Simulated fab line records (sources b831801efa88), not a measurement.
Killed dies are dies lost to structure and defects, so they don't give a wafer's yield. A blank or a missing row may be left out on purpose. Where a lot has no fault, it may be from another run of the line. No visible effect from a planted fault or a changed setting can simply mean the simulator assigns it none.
Matching of chambers | flow gf180mcu | GF_V5_CMP_26 on cmp-02: 4 sister chambers
The step polishes, stops on SiO2, t overpolish 15 s, target thk 0 nm. 16 wafers are shown with their chamber, then 8 later ones without.

## WAFERS, EACH WITH ITS CHAMBER
wafer  | chamber | motor-current-A (A) | time-to-endpoint-s (s) | retaining-ring-pressure-frac
L258.1 | 1       | 11.1                | 83                     | 1.007
L258.2 | 0       | 12.1                | 81                     | 0.996
L258.6 | 1       | 10.7                | 87                     | 0.992
L260.1 | 2       | 13.6                | 78                     | 1.005
L260.5 | 3       | 9.1                 | 85                     | 0.998
L260.6 | 2       | 13.4                | 81                     | 0.998
L262.2 | 3       | 9.8                 | 88                     | 0.998
L262.3 | 1       | 10.4                | 82                     | 1.005
L262.5 | 2       | 13.0                | 81                     | 1.004
L263.1 | 3       | 10.1                | 95                     | 1.001
L263.2 | 2       | 14.3                | 90                     | 1.002
L263.5 | 2       | 13.5                | 92                     | 1.007
L273.2 | 1       | 11.0                | 86                     | 0.995
L273.4 | 3       | 10.6                | 83                     | 0.992
L273.5 | 2       | 14.3                | 80                     | 0.998
L276.1 | 0       | 11.4                | 81                     | 1.001

SIGNATURES (means of the wafers above)
reading                      | chamber 0 | chamber 1 | chamber 2 | chamber 3 | scatter within a chamber
motor-current-A              | 11.750    | 10.800    | 13.683    | 9.900     | 0.506
time-to-endpoint-s           | 81.00     | 84.50     | 83.67     | 87.75     | 4.74
retaining-ring-pressure-frac | 0.99850   | 0.99975   | 1.00233   | 0.99725   | 0.00489
Rule: distance of a wafer from a chamber = root of the sum over the readings of ((wafer's reading minus chamber's mean) / reading's scatter) squared. The wafer belongs to the nearest chamber; if the next one is less than 2 further off, it can't be placed. The scatter: the root of (the sum of the squares of (reading less its chamber's mean) over the shown wafers, divided by (wafers less chambers)).

## WAFERS MISSING THEIR CHAMBER
wafer  | motor-current-A (A) | time-to-endpoint-s (s) | retaining-ring-pressure-frac
L276.3 | 9.9                 | 91                     | 1.009
L276.4 | 13.9                | 84                     | 1.006
L278.1 | 9.6                 | 87                     | 1.001
L278.3 | 12.2                | 83                     | 0.995
L278.6 | 10.2                | 89                     | 1.005
L279.1 | 10.5                | 87                     | 1.000
L279.2 | 13.4                | 82                     | 1.001
L279.6 | 11.9                | 79                     | 0.990

## THE CHAMBER EACH PASSED THROUGH
wafer  | from the rows above          | in truth
L276.3 | can't be placed: 3 or 1      | 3
L276.4 | 2                            | 2
L278.1 | can't be placed: 3 or 1      | 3
L278.3 | can't be placed: 0 or 1      | 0
L278.6 | can't be placed: 3 or 1      | 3
L279.1 | can't be placed: 1 or 3 or 0 | 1
L279.2 | 2                            | 2
L279.6 | can't be placed: 0 or 1      | 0
Correct placement for 2 of the 8. These rows do not allow placing 6 (true chamber among the candidates in 6). 0 placed wrongly.
